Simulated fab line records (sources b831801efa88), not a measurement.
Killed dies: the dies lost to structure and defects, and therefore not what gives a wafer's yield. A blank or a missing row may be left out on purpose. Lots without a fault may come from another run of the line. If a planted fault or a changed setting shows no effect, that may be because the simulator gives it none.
Which tool did it? ; flow sky130 ; Sampling: 24 lots, 72 wafers, 5 of 708 route steps

WHAT EACH GAUGE READ, for each wafer
SKY_VIA1_OVL_MEAS_13.
lot;measured;on;VIA1_OVL (nm)
L074;day 33 20:34;overlay-01;-5 3 5
L075;day 34 06:04;overlay-01;1 1 2
L076;day 34 08:40;overlay-01;-1 5 7
L077;day 34 20:25;overlay-01;8 -1 2
L078;day 35 03:34;overlay-01;1 3 9
L079;day 35 05:46;overlay-01;6 -2 3
L080;day 35 16:52;overlay-02;6 4 2
L081;day 36 07:13;overlay-02;1 -4 -9
L082;day 36 11:40;overlay-02;-9 1 5
L083;day 37 03:20;overlay-01;-4 5 -3
L084;day 37 11:59;overlay-02;8 0 4
L086;day 37 17:04;overlay-01;3 5 7
L085;day 37 18:31;overlay-02;8 8 -2
L087;day 38 01:37;overlay-01;12 13 14
L088;day 38 06:04;overlay-02;-1 6 -2
L089;day 38 21:52;overlay-02;2 1 0
L090;day 39 03:37;overlay-01;5 11 1
L091;day 39 11:52;overlay-01;1 3 2
L092;day 39 15:04;overlay-02;-2 3 -5
L093;day 39 20:22;overlay-02;7 1 9
L094;day 39 23:16;overlay-01;6 9 7
L095;day 40 08:22;overlay-02;-5 5 0
L096;day 40 14:05;overlay-02;1 5 1
L097;day 40 23:46;overlay-01;1 0 12

SKY_VIA3_THK_MEAS_23: measures by xrf.
lot;measured;on;VIA3_W_THK (nm)
L074;day 39 12:07;film-metro-01;400 389 408
L075;day 39 22:30;film-metro-03;385 398 387
L076;day 39 23:35;film-metro-01;395 396 405
L077;day 40 09:26;film-metro-01;394 401 397
L078;day 40 17:17;film-metro-03;407 393 405
L079;day 41 02:04;film-metro-01;393 404 410
L080;day 41 08:14;film-metro-04;392 401 390
L081;day 41 19:56;film-metro-03;387 393 389
L082;day 41 22:39;film-metro-01;402 406 390
L083;day 42 13:37;film-metro-04;391 400 393
L084;day 43 02:39;film-metro-03;416 412 402
L086;day 43 04:43;film-metro-04;387 407 392
L085;day 43 06:15;film-metro-03;388 390 390
L087;day 43 09:52;film-metro-04;399 394 387
L088;day 43 14:13;film-metro-04;390 400 404
L089;day 44 06:26;film-metro-01;383 389 386
L090;day 44 11:17;film-metro-03;401 383 388
L091;day 44 15:39;film-metro-03;407 398 408
L092;day 44 19:55;film-metro-01;412 395 417
L093;day 45 04:19;film-metro-04;400 404 376
L094;day 45 04:25;film-metro-01;411 393 395
L095;day 45 11:36;film-metro-03;397 402 400
L096;day 45 14:50;film-metro-03;404 398 388
L097;day 46 01:08;film-metro-01;416 405 394

EACH LOT AND THE TOOL THAT RAN IT (in order: tool; ch and the chambers of the sampled wafers; start)
lot;SKY_VIA1_CVD_21;SKY_METAL2_STRIP_20;SKY_CAPM_SPUTTER_02
L074;cvd-w-01 ch 1, day 33 21:20;plasma-asher-02 ch 0,1, day 35 00:11;pvd-sputter-02, day 36 04:29
L075;cvd-w-02 ch 0,1, day 34 06:51;plasma-asher-02 ch 0,1, day 35 09:41;pvd-sputter-02, day 36 14:47
L076;cvd-w-01 ch 0,1, day 34 09:26;plasma-asher-02 ch 0,1, day 35 12:37;pvd-sputter-02, day 36 17:29
L077;cvd-w-01 ch 0,1, day 34 21:11;plasma-asher-02 ch 0,1, day 36 00:14;pvd-sputter-04, day 37 04:56
L078;cvd-w-02 ch 1, day 35 04:22;plasma-asher-04 ch 0,1, day 36 07:29;pvd-sputter-01, day 37 11:52
L079;cvd-w-01 ch 0,1, day 35 06:36;plasma-asher-02 ch 0,1, day 36 09:28;pvd-sputter-04, day 37 14:43
L080;cvd-w-01 ch 0,1, day 35 17:38;plasma-asher-02 ch 0,1, day 36 20:26;pvd-sputter-04, day 38 01:44
L081;cvd-w-02 ch 0,1, day 36 08:03;plasma-asher-02 ch 0,1, day 37 10:53;pvd-sputter-02, day 38 15:16
L082;cvd-w-01 ch 0,1, day 36 12:31;plasma-asher-04 ch 0,1, day 37 15:25;pvd-sputter-04, day 38 19:44
L083;cvd-w-02 ch 0,1, day 37 04:10;plasma-asher-02 ch 0,1, day 38 07:12;pvd-sputter-02, day 39 11:58
L084;cvd-w-01 ch 0,1, day 37 12:50;plasma-asher-02 ch 1, day 38 15:31;pvd-sputter-04, day 40 00:30
L086;cvd-w-01 ch 0,1, day 37 17:51;plasma-asher-02 ch 0,1, day 38 20:46;pvd-sputter-02, day 40 02:36
L085;cvd-w-01 ch 0,1, day 37 19:17;plasma-asher-04 ch 0, day 38 21:29;pvd-sputter-04, day 40 04:06
L087;cvd-w-02 ch 0,1, day 38 02:23;plasma-asher-03 ch 0,1, day 39 04:23;pvd-sputter-04, day 40 07:43
L088;cvd-w-02 ch 0,1, day 38 06:56;plasma-asher-02 ch 0,1, day 39 09:27;pvd-sputter-04, day 40 11:06
L089;cvd-w-02 ch 0,1, day 38 22:42;plasma-asher-03 ch 0,1, day 39 23:47;pvd-sputter-04, day 41 05:54
L090;cvd-w-02 ch 0,1, day 39 04:44;plasma-asher-04 ch 0,1, day 40 06:05;pvd-sputter-04, day 41 09:11
L091;cvd-w-02 ch 0,1, day 39 12:40;plasma-asher-03 ch 0,1, day 40 12:40;pvd-sputter-04, day 41 15:22
L092;cvd-w-02 ch 0,1, day 39 15:50;plasma-asher-04 ch 0,1, day 40 16:53;pvd-sputter-02, day 41 19:55
L093;cvd-w-02 ch 0,1, day 39 21:08;plasma-asher-03 ch 0,1, day 41 01:56;pvd-sputter-01, day 42 04:44
L094;cvd-w-02 ch 0,1, day 40 00:02;plasma-asher-03 ch 0,1, day 41 03:35;pvd-sputter-01, day 42 06:01
L095;cvd-w-02 ch 0,1, day 40 09:08;plasma-asher-02 ch 0,1, day 41 10:55;pvd-sputter-02, day 42 13:23
L096;cvd-w-01 ch 0,1, day 40 14:52;plasma-asher-03 ch 0,1, day 41 15:43;pvd-sputter-01, day 42 17:41
L097;cvd-w-01 ch 0,1, day 41 00:32;plasma-asher-03 ch 0,1, day 42 01:55;pvd-sputter-04, day 43 04:29
- SKY_VIA1_CVD_21: deposits W, target thk 270 nm, time 80.902 s.
- SKY_METAL2_STRIP_20: strips in O2/N2.
- SKY_CAPM_SPUTTER_02: material TiN, target thk 200 nm, time 166.7 s.

WHAT THE TOOLS THEMSELVES READ (means of the sampled wafers that have a number; where no wafer has one, the mark that the record gives instead)
SKY_VIA1_CVD_21.
lot;tool;chamber-pressure-Torr (Torr);heater-power-outer-w (W);heater-power-w (W)
L074;cvd-w-01;39.99;491;720
L075;cvd-w-02;40.00;490;816
L076;cvd-w-01;39.97;481;771
L077;cvd-w-01;39.98;490;763
L078;cvd-w-02;40.02;491;821
L079;cvd-w-01;39.96;484;758
L080;cvd-w-01;39.95;476;761
L081;cvd-w-02;40.07;491;828
L082;cvd-w-01;40.07;473;761
L083;cvd-w-02;40.06;497;818
L084;cvd-w-01;39.98;479;754
L086;cvd-w-01;39.93;466;808
L085;cvd-w-01;39.99;478;762
L087;cvd-w-02;39.98;495;817
L088;cvd-w-02;40.01;497;812
L089;cvd-w-02;39.93;506;816
L090;cvd-w-02;40.03;495;817
L091;cvd-w-02;40.05;504;803
L092;cvd-w-02;39.94;497;813
L093;cvd-w-02;40.02;496;811
L094;cvd-w-02;39.91;500;817
L095;cvd-w-02;39.94;501;809
L096;cvd-w-01;40.14;470;759
L097;cvd-w-01;40.03;469;755

SKY_METAL2_STRIP_20.
lot;tool;drypump-motor-current-A (A);oes-product-au (a.u.);strip-time-to-endpoint-s (s)
L074;plasma-asher-02;5.0;0.342;2.68
L075;plasma-asher-02;5.1;0.344;2.70
L076;plasma-asher-02;5.1;0.338;2.66
L077;plasma-asher-02;5.0;0.340;2.69
L078;plasma-asher-04;5.5;0.341;2.72
L079;plasma-asher-02;5.1;0.351;2.70
L080;plasma-asher-02;5.1;0.343;2.71
L081;plasma-asher-02;5.1;0.343;2.73
L082;plasma-asher-04;5.5;0.340;2.74
L083;plasma-asher-02;5.1;0.342;2.72
L084;plasma-asher-02;5.0;0.346;2.70
L086;plasma-asher-02;5.0;0.339;2.63
L085;plasma-asher-04;5.6;0.348;2.74
L087;plasma-asher-03;5.8;0.342;2.65
L088;plasma-asher-02;5.0;0.337;2.67
L089;plasma-asher-03;5.8;0.343;2.71
L090;plasma-asher-04;5.5;0.345;2.65
L091;plasma-asher-03;6.1;0.342;2.66
L092;plasma-asher-04;5.5;0.347;2.73
L093;plasma-asher-03;5.8;0.339;2.67
L094;plasma-asher-03;6.1;0.343;2.67
L095;plasma-asher-02;5.1;0.341;2.66
L096;plasma-asher-03;6.1;0.344;2.73
L097;plasma-asher-03;6.1;0.344;2.71

SKY_CAPM_SPUTTER_02.
lot;tool;throttle-valve-pct (%)
L074;pvd-sputter-02;28.9
L075;pvd-sputter-02;29.4
L076;pvd-sputter-02;29.4
L077;pvd-sputter-04;31.0
L078;pvd-sputter-01;29.7
L079;pvd-sputter-04;31.7
L080;pvd-sputter-04;30.4
L081;pvd-sputter-02;29.6
L082;pvd-sputter-04;30.3
L083;pvd-sputter-02;29.2
L084;pvd-sputter-04;29.9
L086;pvd-sputter-02;29.5
L085;pvd-sputter-04;30.9
L087;pvd-sputter-04;30.3
L088;pvd-sputter-04;29.4
L089;pvd-sputter-04;30.8
L090;pvd-sputter-04;29.5
L091;pvd-sputter-04;30.3
L092;pvd-sputter-02;28.6
L093;pvd-sputter-01;29.8
L094;pvd-sputter-01;29.7
L095;pvd-sputter-02;28.8
L096;pvd-sputter-01;30.0
L097;pvd-sputter-04;30.5

THE ANSWER, worked out from the rows above alone
Rule: usual is defined by the lots themselves. The widest of any qualifying gaps counts: lots, ordered by their means at a reading, are off when they make up no more than a third of the lots, leave a main group of 4 or more, and stand apart from it by 3 or more times the standard deviation of that group's means. A main group whose means are all the same, to the digits that the tables above print for the reading, isn't used. A lot without any number at a reading at which 4 lots or more have one is off too. The other lots that the step has rows for count as sound. Order of review: gauges by route order, followed by the tools' own readings, for which a lot's mean as printed above is used. The first step at which some lot is off is used, and at that step the reading that is off furthest; a lot without a number counts as furthest.
None of the lots is off at any reading shown; this tells nothing.

WHAT THE SIMULATOR PUT IN
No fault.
